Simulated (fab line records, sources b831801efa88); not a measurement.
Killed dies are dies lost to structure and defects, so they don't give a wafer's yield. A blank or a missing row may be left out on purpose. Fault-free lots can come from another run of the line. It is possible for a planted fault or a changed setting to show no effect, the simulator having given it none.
One fault seen from 2 desks | flow sfq line | numbers are kept per desk, each desk with only its own; the story behind them comes last

== FROM THE METROLOGY DESK ==
What the gauges read, lot by lot, whatever tool the lot ran on: means of the sampled wafers that have a number. If a lot's mean is further than 4 standard deviations from the usual mean, the lot is out of limits and carries the mark OUT (the distance appears in the brackets).
Columns: A = I1_BOW at SFQ_I1_BOW_MEAS_912, usual 4 um; B = I3_BOW at SFQ_I3_BOW_MEAS_922, usual 4 um
lot  | first seen here | A  | B
L727 | day 16 05:26    | 12 | 14
L728 | day 16 11:26    | 3  | -1
L730 | day 17 01:09    | 16 | 18
L731 | day 17 22:25    | 3  | 7
L732 | day 18 12:07    | 9  | 11
L733 | day 19 06:09    | 7  | 8
L735 | day 19 18:08    | 8  | 7
L736 | day 20 22:54    | 7  | 4
L739 | day 26 20:17    | -1 | 2
L740 | day 27 06:02    | 1  | 1
L744 | day 28 20:04    | -1 | 1
L745 | day 28 23:04    | 2  | 1
L746 | day 29 05:38    | 6  | 7
L749 | day 30 18:11    | -2 | 0
L750 | day 31 02:35    | 3  | 7
Finding of this desk: none of the 15 lots has anything out of limits.

== DESK OF THE TOOL OWNER: pecvd-03 ==
The tool's own readings at SFQ_TRILAYER_L0_CAP_PECVD_011 (deposits SiO2 from SiH4/N2O, time 13.333 s, target thk 60 nm): means of the sampled wafers that have a number, for each lot that ran on this tool. If a lot's mean is further than 4 standard deviations from the usual mean, the lot is out of limits and carries the mark OUT (the distance appears in the brackets).
Columns: A = chamber pressure Torr at SFQ_TRILAYER_L0_CAP_PECVD_011, usual 2.400 Torr; B = heater power outer w at SFQ_TRILAYER_L0_CAP_PECVD_011, usual 30 W; C = heater power w at SFQ_TRILAYER_L0_CAP_PECVD_011, usual 81 W; D = throttle valve pct at SFQ_TRILAYER_L0_CAP_PECVD_011, usual 24.1 %
lot  | first seen here | A     | B  | C  | D
L730 | day 5 02:06     | 2.401 | 33 | 78 | 23.8
L733 | day 5 22:02     | 2.400 | 19 | 65 | 23.0
L735 | day 6 06:16     | 2.392 | 27 | 72 | 23.7
L736 | day 6 09:22     | 2.401 | 27 | 74 | 23.4
L739 | day 7 04:25     | 2.405 | 25 | 73 | 23.1
L740 | day 7 10:04     | 2.393 | 31 | 79 | 23.3
L749 | day 9 21:46     | 2.397 | 35 | 82 | 24.2
L750 | day 10 01:22    | 2.397 | 20 | 67 | 23.1
Finding of this desk: none of the 8 lots has anything out of limits.

== BROUGHT TOGETHER ==
From the metrology desk's view, nothing was out of limits.
The desk of the tool owner found nothing out of limits.

== WHAT WAS PUT IN BY THE SIMULATOR ==
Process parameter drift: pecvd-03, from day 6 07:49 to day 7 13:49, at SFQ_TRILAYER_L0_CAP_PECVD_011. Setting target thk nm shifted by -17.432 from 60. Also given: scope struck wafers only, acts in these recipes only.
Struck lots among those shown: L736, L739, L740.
